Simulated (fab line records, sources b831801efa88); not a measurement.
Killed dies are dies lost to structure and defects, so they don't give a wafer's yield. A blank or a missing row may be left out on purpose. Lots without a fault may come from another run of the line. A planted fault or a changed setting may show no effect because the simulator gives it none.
Problem report in the 8D (eight disciplines) form, filled by code | flow sky130 | the parts of the form that need people (team, actions taken, sign-off) are left out

1. THE PROBLEM
oes_product_au at SKY_METAL2_ETCH_18 reads a mean of 0.800 a.u. on 1 wafer of 1 lot; wafers without a fault read 0.855 a.u. with a standard deviation of 0.004. That is -14 standard deviations from the usual mean.
The step: etches BARC in N2/H2, stops on SiO2, time 45.9 s, target depth 60 nm.
First seen on wafer L689.6, day 37 05:16, on rie_metal-04. The record holds 15 wafers of 5 lots with a number at this step. Rule for "out", or "out of limits": more than 4 standard deviations from the usual mean. The other wafers with a number count as sound.

2. WHAT IT IS AND WHAT IT IS NOT
question                    | is                | is not
which readings at this step | oes_product_au    | bias_w, drypump_motor_current_A, throttle_valve_pct
which lots                  | L689              | L684, L688, L699, L705
which wafers of those lots  | L689.6            | L689.2, L689.4
read on which tools         | rie_metal-04      | rie_metal-01, rie_metal-02
when                        | from day 37 05:16 | up to then (8 sound wafers); but 6 sound wafers of L699, L705 came after

3. SUSPECTS, AND WHAT RULES EACH OUT
Counting: a tool at a process step up to the reading stays a suspect if it ran every lot that is out. Sound lots after the first of them don't rule it out here, since some wafers of a struck lot are sound.
- rie_metal-04 at SKY_METAL2_DESCUM_17 (chemistry O2, time 8 s): kept. It ran the lot that is out, L689 (day 37 05:11); its last sound lot up to then is L688 (day 37 01:07).
- rie_metal-04 at SKY_METAL2_ETCH_18 (etches BARC in N2/H2, stops on SiO2, time 45.9 s, target depth 60 nm): kept. It ran the lot that is out, L689 (day 37 05:16); its last sound lot up to then is L688 (day 37 01:11). Its own readings are out on those wafers: oes_product_au.
Left after counting: rie_metal-04 at SKY_METAL2_DESCUM_17, rie_metal-04 at SKY_METAL2_ETCH_18.

4. THE CAUSE (what the simulator had put in)
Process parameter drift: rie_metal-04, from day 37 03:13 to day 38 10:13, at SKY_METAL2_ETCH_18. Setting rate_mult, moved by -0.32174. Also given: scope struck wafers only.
Counting left 2 suspects, and this tool is among them.

5. THE CHAIN OF EFFECTS, in route order
Each row: a reading whose mean over the struck wafers that have a number lies more than 3 standard deviations from the usual. Only readings for which the record gives a usual standard deviation are gone through. hours: the time from each lot's start at the first step in this table that gives one to its start at this step, as a median over the lots. sigmas: the change in usual standard deviations.
hours | step               | reading        | usual      | on struck wafers | change | sigmas
0     | SKY_METAL2_ETCH_18 | oes_product_au | 0.855 a.u. | 0.800            | -0.055 | -14
The process steps in it:
- SKY_METAL2_ETCH_18: etches BARC in N2/H2, stops on SiO2, time 45.9 s, target depth 60 nm.

6. WHAT WOULD HAVE CAUGHT IT SOONER
In this record the first reading out of limits was taken at day 37 05:16, 2 hours after the fault began at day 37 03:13.
